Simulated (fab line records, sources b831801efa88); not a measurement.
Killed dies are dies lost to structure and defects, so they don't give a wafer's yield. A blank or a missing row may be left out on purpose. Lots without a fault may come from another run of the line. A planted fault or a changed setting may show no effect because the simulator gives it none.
Chamber matching | flow sky130 | SKY_CONTACT_CMP_27 on cmp-01: 4 sister chambers
The step polishes, stops on SiO2, t overpolish 15 s, target thk 0 nm. 4 wafers are shown with their chamber, then 12 later ones without.

WAFERS WITH THEIR CHAMBER
wafer  | chamber | motor_current_A (A)
L088.6 | 0       | 12.9
L089.2 | 2       | 10.3
L089.3 | 3       | 9.4
L089.5 | 1       | 10.1

WAFERS WITHOUT THEIR CHAMBER
wafer  | motor_current_A (A)
L090.1 | 9.8
L090.3 | 9.9
L090.4 | 13.1
L095.1 | 9.8
L095.3 | 13.3
L095.6 | 9.6
L097.1 | 9.9
L097.2 | 12.8
L097.4 | 10.3
L096.1 | 9.4
L096.3 | 12.6
L096.4 | 10.5

WHICH CHAMBER EACH WENT THROUGH
wafer  | from the rows above          | in truth
L090.1 | can't be placed: 1 or 3 or 2 | 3
L090.3 | can't be placed: 1 or 2 or 3 | 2
L090.4 | 0                            | 0
L095.1 | can't be placed: 1 or 3 or 2 | 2
L095.3 | 0                            | 0
L095.6 | can't be placed: 3 or 1      | 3
L097.1 | can't be placed: 1 or 2 or 3 | 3
L097.2 | 0                            | 0
L097.4 | can't be placed: 2 or 1      | 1
L096.1 | 3                            | 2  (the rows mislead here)
L096.3 | 0                            | 0
L096.4 | can't be placed: 2 or 1      | 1
Placed correctly: 4 of 12. Can't be placed from these rows: 7 (the true chamber is among the candidates in 7). Placed wrongly: 1.
How it was worked out, from the rows above alone: a wafer's distance from a chamber is the root of the sum, over the readings, of the square of ((its reading less the chamber's mean) divided by the reading's scatter). The wafer belongs to the nearest chamber; if the next one is less than 2 further off, it can't be placed. A chamber's mean is the mean of its shown wafers. The scatter: with one shown wafer a chamber, the root of the mean of the squares of how far each hidden wafer lies from its nearest shown one.
